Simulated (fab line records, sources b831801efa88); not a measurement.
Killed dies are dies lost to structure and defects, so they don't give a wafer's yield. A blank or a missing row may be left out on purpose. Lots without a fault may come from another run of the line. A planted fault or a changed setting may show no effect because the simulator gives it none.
Which tool did it? | flow gf180mcu | 11 lots, 33 wafers sampled, at 3 steps of a route of 602

WHAT THE GAUGES READ, wafer by wafer
GF_PSD_RS_MEAS_14: measures by four-point-probe.
lot  | measured     | on            | NSD_RS (ohm/sq)
L350 | day 14 07:32 | film_metro-02 | 46.22 46.18 46.17
L351 | day 15 00:16 | film_metro-01 | 46.14 46.21 46.09
L352 | day 15 00:32 | film_metro-03 | 46.16 46.21 46.19
L354 | day 15 17:07 | film_metro-01 | 46.14 46.15 46.16
L356 | day 16 15:29 | film_metro-02 | 46.10 46.13 46.13
L363 | day 18 20:40 | film_metro-03 | 42.99 43.18 43.00 42.98 43.00 43.03
L365 | day 19 09:28 | film_metro-01 | 43.22 43.14 43.15 43.17 43.22 43.17
L368 | day 20 12:04 | film_metro-01 | 46.14 46.32 46.22
L371 | day 21 08:43 | film_metro-03 | 46.10 46.08 46.09
L372 | day 21 18:19 | film_metro-03 | 46.11 46.09 45.99
L373 | day 22 06:10 | film_metro-01 | 46.05 46.21 46.05

WHICH TOOL RAN EACH LOT (tool, then ch and the chambers of the sampled wafers, then the start)
lot  | GF_NSD_IMPLANT_10               | GF_NSD_STRIP_11
L350 | implanter-04 ch 0, day 13 10:09 | plasma_asher-02 ch 0,1, day 13 10:17
L351 | implanter-01 ch 0, day 14 02:40 | plasma_asher-02 ch 0,1, day 14 02:48
L352 | implanter-04 ch 0, day 14 03:00 | plasma_asher-02 ch 0,1, day 14 03:08
L354 | implanter-01 ch 0, day 14 18:43 | plasma_asher-01 ch 0,1, day 14 18:52
L356 | implanter-01 ch 0, day 15 16:00 | plasma_asher-04 ch 0,1, day 15 16:08
L363 | implanter-01 ch 0, day 17 20:34 | plasma_asher-02 ch 0,1, day 17 20:43
L365 | implanter-01 ch 0, day 18 08:34 | plasma_asher-01 ch 0,1, day 18 08:43
L368 | implanter-03 ch 0, day 19 10:47 | plasma_asher-01 ch 0,1, day 19 10:55
L371 | implanter-04 ch 0, day 20 08:40 | plasma_asher-02 ch 0,1, day 20 08:48
L372 | implanter-04 ch 0, day 20 18:34 | plasma_asher-01 ch 0,1, day 20 18:43
L373 | implanter-04 ch 0, day 21 06:04 | plasma_asher-02 ch 0,1, day 21 06:13
- GF_NSD_IMPLANT_10
- GF_NSD_STRIP_11: strips in O2/N2.

THE ANSWER, worked out from the rows above alone
Rule: what is usual is taken from the lots themselves. Put in order of their means at a reading, lots are off if they are a third of the lots or fewer, leave a main group of 4 or more, and stand apart from it by a gap of 3 or more times the standard deviation of the main group's means; of several such gaps the widest counts. A main group whose means are all the same, to the digits that the tables above print for the reading, isn't used. A lot without any number at a reading at which 4 lots or more have one is off too. The other lots that the step has rows for count as sound.
Off: L363, L365, at GF_PSD_RS_MEAS_14 (NSD_RS). The main group: mean 46.14 ohm/sq, standard deviation 0.05.
A tool fits if, at a process step before that reading, it ran every lot that is off, and no sound lot after the first of them. The gauges at GF_PSD_RS_MEAS_14 are tried like those tools. One fits: implanter-01 at GF_NSD_IMPLANT_10. Its last sound lot is L356 (day 15 16:00), its first lot that is off L363 (day 17 20:34): a fault that began between those two fits.

WHAT THE SIMULATOR HAD PUT IN
Process parameter drift: implanter-01, from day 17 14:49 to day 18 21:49, at GF_NSD_IMPLANT_10. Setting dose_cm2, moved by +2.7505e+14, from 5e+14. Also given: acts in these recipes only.
Lots struck among those shown: L363, L365. The rule above found the same.
